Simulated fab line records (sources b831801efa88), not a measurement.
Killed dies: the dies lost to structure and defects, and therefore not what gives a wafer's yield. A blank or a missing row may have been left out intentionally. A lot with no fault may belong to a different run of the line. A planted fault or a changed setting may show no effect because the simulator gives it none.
Which tool did it? / flow gf180mcu / 18 wafers from 6 lots sampled at 2 of the route's 602 steps

## WHAT EACH GAUGE READ, for each wafer
GF_M5_CD_MEAS_07: the cd target is 280 nm.
lot=L628; measured=day 26 12:22; on=cd_sem-01; cd_nm (nm)=280.7 279.4 279.7
lot=L632; measured=day 27 21:35; on=cd_sem-02; cd_nm (nm)=281.7 281.6 281.0
lot=L634; measured=day 28 12:11; on=cd_sem-02; cd_nm (nm)=282.0 280.1 281.5
lot=L636; measured=day 29 05:35; on=cd_sem-01; cd_nm (nm)=279.5 279.3 279.7
lot=L639; measured=day 30 03:13; on=cd_sem-02; cd_nm (nm)=280.5 279.6 278.6
lot=L644; measured=day 31 11:40; on=cd_sem-02; cd_nm (nm)=288.0 287.4 286.7

## WHICH TOOL RAN EACH LOT (tool, then ch and the chambers of the sampled wafers, then the start)
lot=L628; GF_M5_EXPOSE_04=krf_scanner-01 ch 0, day 26 01:58
lot=L632; GF_M5_EXPOSE_04=krf_scanner-01 ch 0, day 27 11:51
lot=L634; GF_M5_EXPOSE_04=krf_scanner-01 ch 0, day 28 02:34
lot=L636; GF_M5_EXPOSE_04=krf_scanner-02 ch 0, day 28 20:14
lot=L639; GF_M5_EXPOSE_04=krf_scanner-02 ch 0, day 29 18:10
lot=L644; GF_M5_EXPOSE_04=krf_scanner-02 ch 0, day 31 02:55
- GF_M5_EXPOSE_04: exposes mask Metal5, target cd 280 nm.

## THE ANSWER, worked out from the rows above alone
Rule: the usual values come from the lots themselves. The widest of any qualifying gaps counts: lots, ordered by their means at a reading, are off when they make up no more than a third of the lots, leave a main group of 4 or more, and stand apart from it by 3 or more times the standard deviation of that group's means. The tables above print the reading to a certain number of digits; a main group whose means all agree to those digits is not used. A lot without any number at a reading at which 4 lots or more have one is off too. The other lots that the step has rows for count as sound.
Off: L644 (GF_M5_CD_MEAS_07, cd_nm). The main group has a mean of 280.3 nm with a standard deviation of 0.82.
A tool fits if, at a process step before that reading, it ran every lot that is off, and no sound lot after the first of them. The gauges at GF_M5_CD_MEAS_07 are tried like those tools. This does not decide it: 2 tools fit, namely krf_scanner-02 at GF_M5_EXPOSE_04 and cd_sem-02 at GF_M5_CD_MEAS_07.

## WHAT HAD BEEN PUT IN BY THE SIMULATOR
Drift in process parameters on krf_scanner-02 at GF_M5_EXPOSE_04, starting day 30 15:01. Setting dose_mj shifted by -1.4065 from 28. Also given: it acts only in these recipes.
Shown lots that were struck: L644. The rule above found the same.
